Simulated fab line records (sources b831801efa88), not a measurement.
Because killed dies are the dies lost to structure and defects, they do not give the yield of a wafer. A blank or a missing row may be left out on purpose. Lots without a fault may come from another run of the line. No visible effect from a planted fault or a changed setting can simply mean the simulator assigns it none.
Which tool is to blame? + flow gf180mcu + Sampling: 6 lots, 18 wafers, 2 of 602 route steps

WHAT THE GAUGES READ, wafer by wafer
GF_HV_LDD_TW_MEAS_11.
| lot  | measured     | on            | HV_LDD_TW                     |
|------|--------------|---------------|-------------------------------|
| L754 | day 10 05:59 | film-metro-02 | 2412 2426 2402                |
| L759 | day 11 18:28 | film-metro-04 | 2428 2438 2428                |
| L761 | day 12 11:49 | film-metro-04 | 2417 2426 2416                |
| L766 | day 13 21:52 | film-metro-02 | 2310 2297 2301 2302 2304 2320 |
| L774 | day 16 11:55 | film-metro-02 | 2428 2434 2429                |
| L776 | day 17 01:43 | film-metro-04 | 2408 2409 2406                |

TOOL THAT RAN EACH LOT (tool first, then ch and the chambers of the sampled wafers, then the start)
| lot  | GF_HV_LDD_IMPLANT_09            |
|------|---------------------------------|
| L754 | implanter-04 ch 0, day 10 05:46 |
| L759 | implanter-04 ch 0, day 11 18:14 |
| L761 | implanter-04 ch 0, day 12 11:34 |
| L766 | implanter-04 ch 0, day 13 21:38 |
| L774 | implanter-02 ch 0, day 16 11:40 |
| L776 | implanter-03 ch 0, day 17 01:28 |
- GF_HV_LDD_IMPLANT_09

THE ANSWER, worked out from the rows above alone
Rule: what is usual is taken from the lots themselves. Put in order of their means at a reading, lots are off if they are a third of the lots or fewer, leave a main group of 4 or more, and stand apart from it by a gap of 3 or more times the standard deviation of the main group's means; of several such gaps the widest counts. The tables above print the reading to a certain number of digits; a main group whose means all agree to those digits is not used. A lot without any number at a reading at which 4 lots or more have one is off too. Where the step has rows for the other lots, those lots are counted as sound.
Off: L766, seen at GF_HV_LDD_TW_MEAS_11 (HV_LDD_TW). For the main group the mean is 2420 and the standard deviation 9.3.
A tool fits if, at a process step before that reading, it ran every lot that is off, and no sound lot after the first of them. The gauges at GF_HV_LDD_TW_MEAS_11 are tried like those tools. One fits: GF_HV_LDD_IMPLANT_09 on implanter-04. A fault onset in the window from L761 (day 12 11:34, its last sound lot) to L766 (day 13 21:38, its first lot off) fits.

WHAT HAD BEEN PUT IN BY THE SIMULATOR
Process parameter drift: implanter-04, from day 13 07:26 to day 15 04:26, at GF_HV_LDD_IMPLANT_09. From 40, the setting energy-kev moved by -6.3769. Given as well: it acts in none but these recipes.
Shown lots that were struck: L766. Same finding as the rule above.
